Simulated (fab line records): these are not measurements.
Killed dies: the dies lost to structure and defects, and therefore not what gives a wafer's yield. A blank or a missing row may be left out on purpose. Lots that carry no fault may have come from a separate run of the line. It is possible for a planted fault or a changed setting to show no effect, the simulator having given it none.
A struck lot beside a sound one || flow sky130 || 17 steps out of a route of 708
Sound: the wafers L287.3, L287.4, L287.6. Wafers L301.2, L301.4, L301.5 were the ones struck. The cause is given at the end.
Per side, at each step with rows, come the tool, then ch with its chambers, and then its first start. Under that, the readings that differ: sound wafers || struck wafers || difference of the means || sigmas: that difference in standard deviations of wafers without a fault.
alike: words and numbers the same on both sides, and readings whose means are apart by under 2 such deviations; not compared: readings that were withheld, readings missing a value for some wafer, numbers with overlapping values and no deviation given by the record, and bounds like >300 which may hide the same value.
A row with sigmas, a row that says differs or no value, or rows on one side alone: a step with any of these is where the two part. Non-overlapping numbers with no deviation appear without sigmas and do not part them. A reading missing from all wafers of one side parts the sides only when that side holds two or more wafers.

SKY_LDD_HVN_OVL_MEAS_07:
  sound on overlay-01, day 22 17:34; struck on overlay-01, day 27 12:22
  alike: LDD_HVN_OVL
after that, 1 step had no rows for these wafers: SKY_LDD_HVN_IMPLANT_08.
SKY_LDD_HVN_STRIP_09: strips in O2/N2.
  sound on plasmaAsher-04 ch 0,1, day 22 17:46; struck on plasmaAsher-01 ch 0,1, day 27 12:35
  alike: drypumpMotorCurrentA, oesProductAu, stripTimeToEndpointS
  not compared: rfHoursCounterH
SKY_LDD_HVN_TW_MEAS_10:
  sound on filmMetro-01, day 22 17:51; struck on filmMetro-04, day 27 12:41
  alike: LDD_HVN_TW
then, 7 steps without rows for these wafers: SKY_LDD_HVP_DEHYDRATE_00 (time 60 s); SKY_LDD_HVP_HMDS_01 (prime time 60 s); SKY_LDD_HVP_COAT_02 (resist thk 300 nm); SKY_LDD_HVP_SOFTBAKE_03 (time 60 s); SKY_LDD_HVP_EXPOSE_04 (exposes mask HVPTM, target cd 700 nm); SKY_LDD_HVP_PEB_05; SKY_LDD_HVP_DEVELOP_06 (develop time 60 s).
SKY_LDD_HVP_OVL_MEAS_07:
  sound on overlay-01, day 24 00:04; struck on overlay-02, day 28 16:43
  alike: LDD_HVP_OVL
SKY_LDD_HVP_IMPLANT_08:
  sound on implanter-02 ch 0, day 24 00:08; struck on implanter-02 ch 0, day 28 16:46
{"reading": "doseIonsCm2", "sound": "1.6982e+13 1.6983e+13 1.7003e+13", "struck": "7.1901e+13 7.1924e+13 7.1905e+13", "difference": "+5.4921e+13", "sigmas": "+99 or more"}
{"reading": "faradayCurrentUA", "sound": "94.5 97.6 94.7", "struck": "426.4 398.5 399.5", "difference": "+312.5", "sigmas": "+99 or more"}
SKY_LDD_HVP_STRIP_09: strips in O2/N2.
  sound on plasmaAsher-04 ch 0,1, day 24 00:16; struck on plasmaAsher-01 ch 0,1, day 28 16:53
{"reading": "drypumpMotorCurrentA (A)", "sound": "5.4 5.8 5.8", "struck": "6.1 6.6 6.5", "difference": "+0.7", "sigmas": "+2"}
  alike: oesProductAu, stripTimeToEndpointS
  not compared: rfHoursCounterH
SKY_LDD_HVP_TW_MEAS_10:
  sound on filmMetro-01, day 24 00:22; struck on filmMetro-04, day 28 17:00
{"reading": "LDD_HVP_TW", "sound": "462.1 460.6 460.2", "struck": "718.6 717.4 714.9", "difference": "+256.0", "sigmas": "+99 or more"}
then, 1 step without rows for these wafers: SKY_LDD_LDN_DEHYDRATE_00 (time 60 s).
-- a jump in the record: the struck wafers' starts before and after are 22 days apart (it breaks off in module LDD_LDN and resumes in module PAD_OPEN, where the first step shown is number 708 of the route) --
SKY_PAD_OPEN_PROBE_99:
  sound on prober-02, day 47 09:19; struck on prober-02, day 50 08:34
{"reading": "model.etest.tip_p_5v.rsOhmSq", "sound": "2857 2861 2847", "struck": "1036 1032 1027", "difference": -1823, "sigmas": ""}
{"reading": "model.etest.pfetG5v0d10v5.rOnOhmUm", "sound": "4724 4667 4792", "struck": "4098 4110 4132", "difference": -614, "sigmas": ""}
{"reading": "model.etest.pfetG5v0d10v5.driveUaUm", "sound": "347.1 340.9 336.2", "struck": "401.4 396.3 395.2", "difference": "+56.2", "sigmas": ""}
{"reading": "model.etest.tip_p_5v.rsOhmSqRange", "sound": "145.2 73.46 55.59", "struck": "26.52 33.43 15.67", "difference": -66.21, "sigmas": ""}
{"reading": "model.etest.resPdiffHv.rsOhmSq", "sound": "188.5 189.3 189.7", "struck": "180.4 180.2 180.6", "difference": -8.8, "sigmas": ""}
{"reading": "model.etest.pfet_16v.driveUaUm", "sound": "246.7 244.3 242.5", "struck": "257.9 252.2 255.9", "difference": "+10.8", "sigmas": ""}
{"reading": "model.etest.pfetG5v0d10v5.offLog10AUm", "sound": "-12.41 -12.34 -12.52", "struck": "-9.612 -9.723 -9.781", "difference": "+2.718", "sigmas": ""}
{"reading": "model.etest.ring_5v.delayPs", "sound": "44.17 44.86 45.08", "struck": "41.98 42.72 42.61", "difference": -2.27, "sigmas": ""}
  alike: killed_at_M0_to_M3, killed_at_M4_up, killedAtContacts, killedAtFrontEnd, killedAtOther, killedDies, killedOnRim, killedOpen, killedShort

== WHERE THEY PART ==
Earliest at SKY_LDD_HVP_IMPLANT_08; latest, in this record, at SKY_LDD_HVP_TW_MEAS_10. Later steps at which nothing parts them and some readings are alike: SKY_PAD_OPEN_PROBE_99.

WHY: what had been put in by the simulator
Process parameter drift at SKY_LDD_HVP_IMPLANT_08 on implanter-02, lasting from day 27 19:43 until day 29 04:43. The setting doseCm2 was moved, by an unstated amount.
